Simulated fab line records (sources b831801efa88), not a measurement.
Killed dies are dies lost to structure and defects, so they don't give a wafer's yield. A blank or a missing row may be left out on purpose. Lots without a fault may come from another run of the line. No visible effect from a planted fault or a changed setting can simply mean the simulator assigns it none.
Struck lot and sound lot, side by side | flow sky130 | 14 steps out of a route of 708
Sound: the wafers L989.2, L989.4, L989.5. The struck wafers were L997.4, L997.5, L997.6. Last of all comes the cause.
Order at every step that has rows: each side's tool, ch and its chambers, its first start. Under that, the readings that differ: sound wafers | struck wafers | difference of the means | sigmas: that difference in standard deviations of wafers without a fault.
alike: readings whose means differ by less than 2 such deviations, and words and numbers that are the same on both sides. not compared: withheld readings, readings that some wafer has no value for, bounds like >300 that may hide the same value, and numbers for which the record gives no deviation and whose values overlap.
A row with sigmas, a row that says differs or no value, or rows on one side alone: a step with any of these is where the two part. When numbers do not overlap yet have no deviation, they are printed without sigmas and do not part them. A reading that every wafer of one side lacks parts them only if that side has two wafers or more.

first, 3 steps without rows for these wafers: SKY_VIA2_CLEAN_18 (cleans in IPA, time 180 s); SKY_VIA2_CLEAN_19 (cleans in O3/DIW); SKY_VIA2_SPUTTER_20 (material TiN, target thk 20 nm, time 80 s).
SKY_VIA2_CVD_21: deposits W, target thk 420 nm, time 126.4 s.
  sound on cvd_w-01 ch 0,1, day 36 03:34; struck on cvd_w-01 ch 0,1, day 38 19:40
  alike: chamber_pressure_Torr, heater_power_outer_w, heater_power_w
SKY_VIA2_RS_MEAS_22: a four-point-probe measurement.
  sound on film_metro-01 at day 36 03:43; struck on film_metro-01 at day 38 19:49
  alike: VIA2_W_RS
SKY_VIA2_THK_MEAS_23: measures by xrf.
  sound on film_metro-01 at day 36 03:49; struck on film_metro-01 at day 38 19:54
  alike: VIA2_W_THK
then, 2 steps without rows for these wafers: SKY_VIA2_CMP_24 (polishes, stops on SiO2, t overpolish 20 s, target thk 0 nm); SKY_METAL3_SPUTTER_00 (material Ti, target thk 15 nm, time 10 s).
SKY_METAL3_SPUTTER_01: material TiN, target thk 20 nm, time 16.7 s.
  sound on pvd_sputter-04 at day 36 04:11; struck on pvd_sputter-01 at day 38 20:29
  alike: throttle_valve_pct
SKY_METAL3_SPUTTER_02: material AlCu, target thk 735 nm, time 39.1 s.
  sound on pvd_sputter-04 at day 36 04:13; struck on pvd_sputter-01 at day 38 20:31
  alike: throttle_valve_pct
SKY_METAL3_SPUTTER_03: material Ti, target thk 5 nm, time 3.3 s.
  sound on pvd_sputter-04 at day 36 04:16; struck on pvd_sputter-01 at day 38 20:33
  alike: throttle_valve_pct
then, 1 step without rows for these wafers: SKY_METAL3_SPUTTER_04 (material TiN, target thk 70 nm, time 58.3 s).
SKY_CAPM_CVD_00: deposits SiO2, target thk 15.5 nm.
  sound on pecvd-01 ch 0,1, day 36 04:20; struck on pecvd-04 ch 0,1,2, day 38 20:38
  no value came back on the struck wafers for heater_power_outer_w (W), heater_power_w (W); on the sound wafers heater_power_outer_w (W) reads 407 464 413
SKY_CAPM_SPUTTER_02: material TiN, target thk 200 nm, time 166.7 s.
  sound on pvd_sputter-04 at day 36 04:25; struck on pvd_sputter-03 at day 38 20:42
  alike: throttle_valve_pct

== WHERE THEY PART ==
Within this record, at SKY_CAPM_CVD_00 only. Later steps at which nothing parts them and some readings are alike: SKY_CAPM_SPUTTER_02.

WHY: what had been put in by the simulator
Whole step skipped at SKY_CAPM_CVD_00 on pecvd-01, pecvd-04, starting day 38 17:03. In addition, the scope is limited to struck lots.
